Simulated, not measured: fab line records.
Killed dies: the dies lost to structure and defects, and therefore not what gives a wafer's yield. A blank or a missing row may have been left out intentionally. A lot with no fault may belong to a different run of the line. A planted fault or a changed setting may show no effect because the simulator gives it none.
fab line records | flow gf180mcu
record: lots: 14 wafers: 42 last_day: 34
route steps=602 shown M5@534 V5@563 TOP_METAL@571
lots untouched by any fault: they come from a run of this same line in which no faults occurred
start_h: the number of hours between the record's first day and the start of the first shown wafer of the lot | wait_h: hours from the lot's prior step to this one | " the same as in the row above | L1.1+2: one row covering several wafers at once | - no value, or no start given | * or withheld: withheld | < > ~ a bound
route shown NAME@n: names a module that has steps shown in the file, with the first one's number in the route | usual: mean/standard deviation of fault-free wafers | same: alike in all rows | chamber/n: place in a boat | sites: per-site readings | _std_site: standard deviation of those values | _edge_site: mean of outer sites minus mean of inner sites | radius_mm: for every site, how far away it sits from the centre of the wafer | mask NAME#n: copy n | behind: the most recent tool/chamber to have shaped the wafer | hold: why the lot was held/for how many hours/how that ended | device: the transistor (n, p or np) that didn't switch | end of line: the tests these same wafers got at the end of their route | where a step has no rows: the recipe by itself | killed: count of dies lost to structure and defects at first sort (not the wafer's yield) | map: a wafer's dies, x killed, . not, _ none there
set.NAME: setting as actually run; set.NAME@STEP: the setting as run at that earlier step | model.NAME: the simulator's own value behind a step, which no gauge read
route steps across a sampled set of lots; one table per step, one row per wafer
services: from which hour (start_h, from the record's first day; less than 0 if before it) a tool's chamber was out of use, for how many hours, and why
== steps ==
step: GF_M5_OVL_MEAS_08
usual: M5_OVL: 4/5.4
columns lot.wafer tool chamber start_h wait_h M5_OVL[nm]
L521.2 overlay-02 - 608.73 0.1 -5
L521.4 " - " " 0
L521.6 " - " " -2
L523.3 overlay-01 - 625.28 0.1 10
L523.4 " - " " -1
L523.6 " - " " 5
L525.3 overlay-01 - 650.57 0.1 1
L525.4 " - " " 0
L525.6 " - " " 4
L526.4 overlay-02 - 656.79 0.1 5
L526.5 " - " " 1
L526.6 " - " " 0
L527.2 overlay-01 - 663.73 0.1 3
L527.4 " - " " 10
L527.5 " - " " 7
L528.4 overlay-01 - 670.04 0.1 4
L528.5 " - " " 5
L528.6 " - " " 6
L534.2 overlay-01 - 714.63 0.1 8
L534.3 " - " " 10
L534.5 " - " " 11
L536.1 overlay-01 - 725.72 0.1 6
L536.4 " - " " 11
L536.6 " - " " 11
L537.3 overlay-01 - 734.82 0.1 7
L537.4 " - " " 18
L537.6 " - " " 17
L538.1 overlay-01 - 738.87 0.1 2
L538.4 " - " " 6
L538.6 " - " " 12
L539.3 overlay-02 - 740.58 0.1 1
L539.4 " - " " 0
L539.6 " - " " 0
L540.1 overlay-02 - 746.12 0.1 10
L540.2 " - " " 12
L540.4 " - " " 13
L541.2 overlay-01 - 750.33 0.1 3
L541.5 " - " " 8
L541.6 " - " " 3
L543.3 overlay-01 - 761.99 0.1 -7
L543.4 " - " " -2
L543.5 " - " " 2
step: GF_M5_METAL_ETCH_10
recipe: chemistry: Cl2/BCl3 mask_material: KrF target_depth_nm: 627.5 stop_on: SiO2 pressure_mtorr: 8 icp_w: 800 bias_w: 140 Cl2_flow_sccm: 80 bcl3_flow_sccm: 40 time_s: 104.6
usual: drypump_motor_current_A: 5.9/0.4 oes_product_au: 0.973/0.0067 throttle_valve_pct: 28.248/0.011
columns lot.wafer tool chamber start_h wait_h drypump_motor_current_A oes_product_au rf_hours_counter_h throttle_valve_pct
L521.2 rie_metal-03 1 608.78 0.0 5.8 0.968 4 28.246
L521.4 " 0 " " 5.8 0.970 - 28.251
L521.6 " 1 " " 5.8 0.977 - 28.247
L523.3 rie_metal-01 0 625.41 0.1 6.1 0.976 - 28.242
L523.4 " 0 " " 6.1 0.982 - 28.259
L523.6 " 0 " " 6.1 0.968 - 28.241
L525.3 rie_metal-01 1 650.69 0.1 6.4 0.971 - 28.242
L525.4 " 1 " " 6.4 0.981 - 28.243
L525.6 " 1 " " 6.4 0.975 - 28.239
L526.4 rie_metal-01 1 656.94 0.1 6.4 0.970 - 28.252
L526.5 " 1 " " 6.4 0.968 - 28.238
L526.6 " 1 " " 6.4 0.975 - 28.227
L527.2 rie_metal-03 1 663.82 0.0 5.8 0.965 - 28.267
L527.4 " 1 " " 5.8 0.960 - 28.261
L527.5 " 1 " " 5.8 0.970 - 28.263
L528.4 rie_metal-01 0 670.12 0.0 6.1 0.967 - 28.241
L528.5 " 0 " " 6.1 0.981 - 28.224
L528.6 " 1 " " 6.4 0.964 - 28.258
L534.2 rie_metal-01 1 714.68 0.0 6.4 0.983 4 28.235
L534.3 " 0 " " 6.1 0.980 - 28.236
L534.5 " 0 " " 6.1 0.980 - 28.249
L536.1 rie_metal-04 0 725.78 0.0 5.2 0.980 7 28.258
L536.4 " 0 " " 5.2 0.969 - 28.242
L536.6 " 0 " " 5.2 0.978 - 28.236
L537.3 rie_metal-04 0 734.90 0.0 5.2 0.984 - 28.243
L537.4 " 1 " " 5.7 0.979 - 28.262
L537.6 " 0 " " 5.2 0.984 - 28.249
L538.1 rie_metal-01 1 738.93 0.0 6.4 0.972 5 28.242
L538.4 " 0 " " 6.1 0.971 - 28.253
L538.6 " 0 " " 6.1 0.965 - 28.234
L539.3 rie_metal-01 0 740.67 0.0 6.1 0.965 - 28.230
L539.4 " 1 " " 6.4 0.981 - 28.261
L539.6 " 1 " " 6.4 0.960 - 28.234
L540.1 rie_metal-01 1 746.18 0.0 6.4 0.971 5 28.257
L540.2 " 0 " " 6.1 0.971 3 28.264
L540.4 " 1 " " 6.4 0.975 - 28.264
L541.2 rie_metal-03 0 750.38 0.0 5.8 0.969 2 28.263
L541.5 " 1 " " 5.8 0.970 - 28.234
L541.6 " 0 " " 5.8 0.969 - 28.252
L543.3 rie_metal-03 0 762.07 0.0 5.8 0.977 - 28.254
L543.4 " 1 " " 5.8 0.968 - 28.257
L543.5 " 1 " " 5.8 0.967 - 28.245
step: GF_V5_CVD_23
recipe: material: W target_thk_nm: 350 time_s: 104.9 temp_c: 400 pressure_torr: 40
usual: chamber_pressure_Torr: 39.99/0.083 heater_power_outer_w: 535/39 heater_power_w: 839/48 susceptor_temp_C: 399.95/0.24
columns lot.wafer tool chamber start_h wait_h chamber_pressure_Torr heater_power_outer_w heater_power_w susceptor_temp_C
L521.2 cvd_w-02 0 631.25 0.0 40.00 483 767 400.04
L521.4 " 1 " " 39.98 571 873 400.26
L521.6 " 1 " " 40.04 565 864 400.71
L523.3 cvd_w-02 1 646.93 0.1 39.93 558 871 400.31
L523.4 " 0 " " 39.94 487 772 399.76
L523.6 " 1 " " 39.93 565 892 400.16
L525.3 cvd_w-01 1 672.94 0.1 40.00 576 867 399.91
L525.4 " 0 " " 39.95 537 869 399.95
L525.6 " 1 " " 40.04 562 844 400.10
L526.4 cvd_w-02 1 679.38 0.1 39.94 567 863 399.39
L526.5 " 1 " " 39.98 552 895 400.15
L526.6 " 0 " " 39.92 481 759 399.86
L527.2 cvd_w-02 0 684.79 0.0 - - - -
L527.4 " 0 " " - - - -
L527.5 " 0 " " - - - -
L528.4 cvd_w-01 1 690.83 0.1 - - - -
L528.5 " 1 " " - - - -
L528.6 " 0 " " - - - -
L534.2 cvd_w-01 1 734.44 0.0 40.01 588 859 400.16
L534.3 " 0 " " 39.82 536 878 400.00
L534.5 " 0 " " 39.88 538 907 399.93
L536.1 cvd_w-02 1 745.43 0.0 39.89 556 866 399.57
L536.4 " 0 " " 40.04 484 786 399.99
L536.6 " 1 " " 39.97 575 899 400.04
L537.3 cvd_w-02 1 754.12 0.1 39.95 577 896 399.59
L537.4 " 0 " " 40.02 488 764 400.03
L537.6 " 0 " " 39.74 485 748 399.78
L538.1 cvd_w-01 0 757.85 0.0 39.94 547 883 399.81
L538.4 " 1 " " 40.15 574 877 400.14
L538.6 " 1 " " 40.10 562 861 400.18
L539.3 cvd_w-02 0 759.41 0.1 40.10 490 779 399.71
L539.4 " 1 " " 39.88 581 876 399.96
L539.6 " 1 " " 39.92 569 855 399.53
L540.1 cvd_w-02 1 764.94 0.0 40.00 571 853 400.42
L540.2 " 0 " " 40.03 483 775 400.24
L540.4 " 0 " " 40.06 480 766 400.17
L541.2 cvd_w-02 0 769.14 0.0 40.08 493 767 400.20
L541.5 " 0 " " 39.92 495 790 400.22
L541.6 " 1 " " 39.93 569 873 399.96
L543.3 cvd_w-01 1 780.39 0.1 39.85 568 872 399.92
L543.4 " 0 " " 39.92 531 891 400.42
L543.5 " 1 " " 39.91 588 894 399.88
step: GF_V5_RS_MEAS_24
recipe: thk_meas_gauge: four-point-probe reads: W_of_V5_CVD_23+TiN_of_V5_SPUTTER_22+Ti_of_V5_SPUTTER_21
usual: V5_W_RS: 0.325/0.0038
columns lot.wafer tool chamber start_h wait_h V5_W_RS[ohm/sq]
L521.2 film_metro-02 - 631.38 0.1 0.329
L521.4 " - " " 0.321
L521.6 " - " " 0.322
L523.3 film_metro-03 - 647.05 0.1 0.323
L523.4 " - " " 0.330
L523.6 " - " " 0.323
L525.3 film_metro-02 - 673.05 0.1 0.320
L525.4 " - " " 0.322
L525.6 " - " " 0.322
L526.4 film_metro-02 - 679.52 0.1 0.325
L526.5 " - " " 0.325
L526.6 " - " " 0.327
L527.2 film_metro-02 - 684.92 0.1 44.020
L527.4 " - " " 43.244
L527.5 " - " " 43.704
L528.4 film_metro-02 - 690.96 0.1 43.321
L528.5 " - " " 43.315
L528.6 " - " " 43.536
L534.2 film_metro-02 - 734.57 0.1 0.329
L534.3 " - " " 0.332
L534.5 " - " " 0.328
L536.1 film_metro-03 - 745.54 0.1 0.326
L536.4 " - " " 0.322
L536.6 " - " " 0.323
L537.3 film_metro-03 - 754.24 0.1 0.325
L537.4 " - " " 0.324
L537.6 " - " " 0.326
L538.1 film_metro-04 - 757.96 0.1 0.328
L538.4 " - " " 0.332
L538.6 " - " " 0.329
L539.3 film_metro-02 - 759.52 0.1 0.324
L539.4 " - " " 0.327
L539.6 " - " " 0.324
L540.1 film_metro-02 - 765.05 0.1 0.320
L540.2 " - " " 0.321
L540.4 " - " " 0.323
L541.2 film_metro-03 - 769.27 0.1 0.321
L541.5 " - " " 0.320
L541.6 " - " " 0.321
L543.3 film_metro-04 - 780.50 0.1 0.327
L543.4 " - " " 0.325
L543.5 " - " " 0.325
step: GF_V5_THK_MEAS_25
recipe: thk_meas_gauge: xrf reads: W_of_V5_CVD_23
usual: V5_W_THK: 347/6.5
columns lot.wafer tool chamber start_h wait_h V5_W_THK[nm]
L521.2 film_metro-02 - 631.49 0.1 347
L521.4 " - " " 355
L521.6 " - " " 355
L523.3 film_metro-03 - 647.15 0.1 350
L523.4 " - " " 342
L523.6 " - " " 351
L525.3 film_metro-02 - 673.15 0.1 358
L525.4 " - " " 355
L525.6 " - " " 357
L526.4 film_metro-02 - 679.61 0.1 353
L526.5 " - " " 353
L526.6 " - " " 351
L527.2 film_metro-02 - 685.03 0.1 <0
L527.4 " - " " <0
L527.5 " - " " <0
L528.4 film_metro-02 - 691.05 0.1 <0
L528.5 " - " " <0
L528.6 " - " " <0
L534.2 film_metro-02 - 734.68 0.1 349
L534.3 " - " " 346
L534.5 " - " " 350
L536.1 film_metro-03 - 745.66 0.1 343
L536.4 " - " " 349
L536.6 " - " " 348
L537.3 film_metro-03 - 754.34 0.1 343
L537.4 " - " " 345
L537.6 " - " " 342
L538.1 film_metro-04 - 758.08 0.1 336
L538.4 " - " " 333
L538.6 " - " " 335
L539.3 film_metro-02 - 759.62 0.1 355
L539.4 " - " " 349
L539.6 " - " " 355
L540.1 film_metro-02 - 765.17 0.1 357
L540.2 " - " " 354
L540.4 " - " " 355
L541.2 film_metro-03 - 769.38 0.1 352
L541.5 " - " " 351
L541.6 " - " " 350
L543.3 film_metro-04 - 780.60 0.1 341
L543.4 " - " " 344
L543.5 " - " " 343
step: GF_V5_CMP_26
recipe: stop_on: SiO2 down_force_psi: 3.5 platen_rpm: 60 t_overpolish_s: 15 target_thk_nm: 0 pad_velocity_m_s: 0.94248
usual: head_pressure_psi: 3.500/0.0071 motor_current_A: 10.9/1.3 slurry_filter_dp_kPa: 13.49/0.14 time_to_endpoint_s: 84/3.4
columns lot.wafer tool chamber start_h wait_h head_pressure_psi motor_current_A slurry_filter_dp_kPa time_to_endpoint_s
L521.4 cmp-02 2 631.59 0.1 3.499 9.1 13.44 82
L521.2 " 0 " " 3.511 13.0 13.86 84
L521.6 " 1 " " 3.504 10.1 13.57 83
L523.4 cmp-02 3 647.19 0.0 3.494 9.5 13.37 86
L523.3 " 1 " " 3.508 9.7 13.52 82
L523.6 " 3 " " 3.508 9.1 13.69 85
L525.3 cmp-02 3 673.29 0.1 3.500 9.3 13.68 83
L525.4 " 0 " " 3.501 13.6 13.52 81
L525.6 " 1 " " 3.504 10.0 13.48 81
L526.4 cmp-01 1 679.64 0.0 3.507 11.6 13.30 86
L526.5 " 1 " " 3.485 11.5 13.36 84
L526.6 " 2 " " 3.504 11.3 13.68 88
L527.2 cmp-02 1 685.08 0.0 3.507 10.2 13.47 0
L527.4 " 3 " " 3.512 9.0 13.39 3
L527.5 " 1 " " 3.497 10.3 13.53 1
L528.4 cmp-01 3 691.18 0.1 3.501 10.6 13.44 3
L528.6 " 1 " " 3.503 10.7 13.59 3
L528.5 " 2 " " 3.499 12.0 13.36 1
L534.2 cmp-01 0 734.84 0.1 3.514 11.2 13.43 90
L534.3 " 3 " " 3.506 10.7 13.72 88
L534.5 " 0 " " 3.500 10.9 13.38 90
L536.4 cmp-02 0 746.00 0.3 3.500 13.1 13.47 85
L536.1 " 1 " " 3.488 9.9 13.68 77
L536.6 " 1 " " 3.499 10.5 13.60 80
L537.4 cmp-01 2 754.43 0.1 3.495 11.7 13.45 88
L537.3 " 0 " " 3.496 11.3 13.45 89
L537.6 " 2 " " 3.498 11.6 13.51 89
L538.1 cmp-01 2 758.21 0.1 3.485 11.8 13.74 83
L538.4 " 0 " " 3.499 10.3 13.44 86
L538.6 " 1 " " 3.493 11.4 13.60 83
L539.4 cmp-02 0 759.71 0.1 3.504 13.8 13.41 84
L539.3 " 1 " " 3.491 10.5 13.54 77
L539.6 " 3 " " 3.494 9.8 13.24 79
L540.4 cmp-02 2 765.23 0.0 3.492 10.2 13.34 82
L540.1 " 3 " " 3.497 8.9 13.67 82
L540.2 " 1 " " 3.490 10.7 13.48 81
L541.2 cmp-02 2 769.48 0.1 3.501 9.7 13.37 85
L541.5 " 2 " " 3.509 10.0 13.45 83
L541.6 " 3 " " 3.490 9.2 13.60 85
L543.4 cmp-01 2 780.64 0.0 3.500 12.2 13.45 88
L543.3 " 0 " " 3.500 11.1 13.37 89
L543.5 " 2 " " 3.503 11.4 13.59 88
step: GF_TOP_METAL_SPUTTER_04
recipe: material: TiN target_thk_nm: 25 power_w: 6500 time_s: 20.8 chamber_pressure_pa: 0.4
usual: cathode_dc_power_W: 6499.9/1.1 throttle_valve_pct: 29.9/1.3
columns lot.wafer tool chamber start_h wait_h cathode_dc_power_W throttle_valve_pct
L521.2 pvd_sputter-02 - 632.04 0.0 6499.4 28.5
L521.4 " - " " 6501.0 31.7
L521.6 " - " " 6500.6 29.7
L523.3 pvd_sputter-03 - 647.68 0.0 6498.9 27.5
L523.4 " - " " 6500.4 30.1
L523.6 " - " " 6499.6 27.5
L525.3 pvd_sputter-03 - 673.69 0.0 6500.8 30.8
L525.4 " - " " 6498.5 30.3
L525.6 " - " " 6498.7 29.9
L526.4 pvd_sputter-03 - 680.13 0.0 6498.4 30.4
L526.5 " - " " 6501.3 30.1
L526.6 " - " " 6499.9 30.1
L534.2 pvd_sputter-03 - 735.34 0.0 6500.1 27.3
L534.3 " - " " 6498.1 30.8
L534.5 " - " " 6499.3 27.8
L536.1 pvd_sputter-02 - 746.49 0.0 6498.3 28.3
L536.4 " - " " 6498.8 31.4
L536.6 " - " " 6499.3 28.3
L537.3 pvd_sputter-03 - 754.87 0.0 6499.4 30.6
L537.4 " - " " 6500.3 30.9
L537.6 " - " " 6500.2 27.6
L538.1 pvd_sputter-02 - 758.65 0.0 6498.7 31.6
L538.4 " - " " 6501.1 28.5
L538.6 " - " " 6500.2 28.4
L539.3 pvd_sputter-03 - 760.15 0.0 6501.1 29.9
L539.4 " - " " 6498.5 30.3
L539.6 " - " " 6500.6 30.9
L540.1 pvd_sputter-04 - 765.73 0.0 6497.3 29.4
L540.2 " - " " 6498.4 29.4
L540.4 " - " " 6498.8 30.5
L541.2 pvd_sputter-02 - 769.97 0.0 6501.1 29.7
L541.5 " - " " 6499.1 31.4
L541.6 " - " " 6501.5 28.5
L543.3 pvd_sputter-03 - 781.13 0.0 6500.0 27.5
L543.4 " - " " 6501.0 30.2
L543.5 " - " " 6498.8 30.0
== services ==
columns tool chamber start_h hours kind
cmp-02 - 588.27 0.6 repair
cmp-02 - 603.78 0.2 repair
rie_metal-01 - 605.44 5.8 repair
rie_metal-01 1 611.26 - clean
rie_metal-01 1 611.26 20.4 scheduled_down
cmp-01 - 611.37 12.7 repair
pvd_sputter-02 - 616.38 2.8 repair
cvd_w-01 - 627.16 0.9 repair
pvd_sputter-02 - 641.09 61.8 repair
cmp-01 - 647.21 3.6 pm
rie_metal-03 0 659.05 3.8 repair
cmp-02 - 664.52 7.1 pm
cvd_w-01 - 666.87 1.2 repair
rie_metal-04 1 676.95 3.4 repair
pvd_sputter-02 - 713.56 2.4 repair
rie_metal-03 - 720.32 2.8 pm
pvd_sputter-02 - 723.96 2.4 repair
cvd_w-02 - 728.78 0.6 repair
cmp-02 - 729.98 6.0 pm
cmp-01 - 741.79 4.5 repair
cmp-01 - 746.31 4.0 pm
cmp-02 - 748.20 1.5 repair
pvd_sputter-02 - 752.20 0.7 repair
cmp-01 - 758.46 5.5 pm
== key ==
first_sign: step: GF_V5_CVD_23 reading: tool_record direction: missing
effect: step: GF_V5_RS_MEAS_24 reading: V5_W_RS direction: up sigmas: 99+ usual: 0.325 struck: 43.523
effect: step: GF_V5_THK_MEAS_25 reading: V5_W_THK direction: down sigmas: 53 usual: 347 struck: <0
effect: step: GF_V5_CMP_26 reading: time_to_endpoint_s direction: down sigmas: 24 usual: * struck: *
met_at GF_V5_CVD_23
struck_lots L527,L528
later_rows_left_out L527.2,L527.4,L527.5,L528.4,L528.5,L528.6
sort_left_out L527.2,L527.4,L527.5,L528.4,L528.5,L528.6
not_acting_at GF_M5_OVL_MEAS_08,GF_M5_METAL_ETCH_10,GF_TOP_METAL_SPUTTER_04
onset_between 679.38 684.79
fault: kind: skipped_step_whole tool: cvd_w-01,cvd_w-02 chamber: - onset_h: 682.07 steps: GF_V5_CVD_23 scope: struck_lots_only
sort_left_out: the simulated sort isn't trusted on such a fault, so these wafers' sort isn't shown, and their yield isn't known
later_rows_left_out: the simulator's readings of these wafers behind a module that went badly wrong aren't trusted and aren't shown, but for the sort
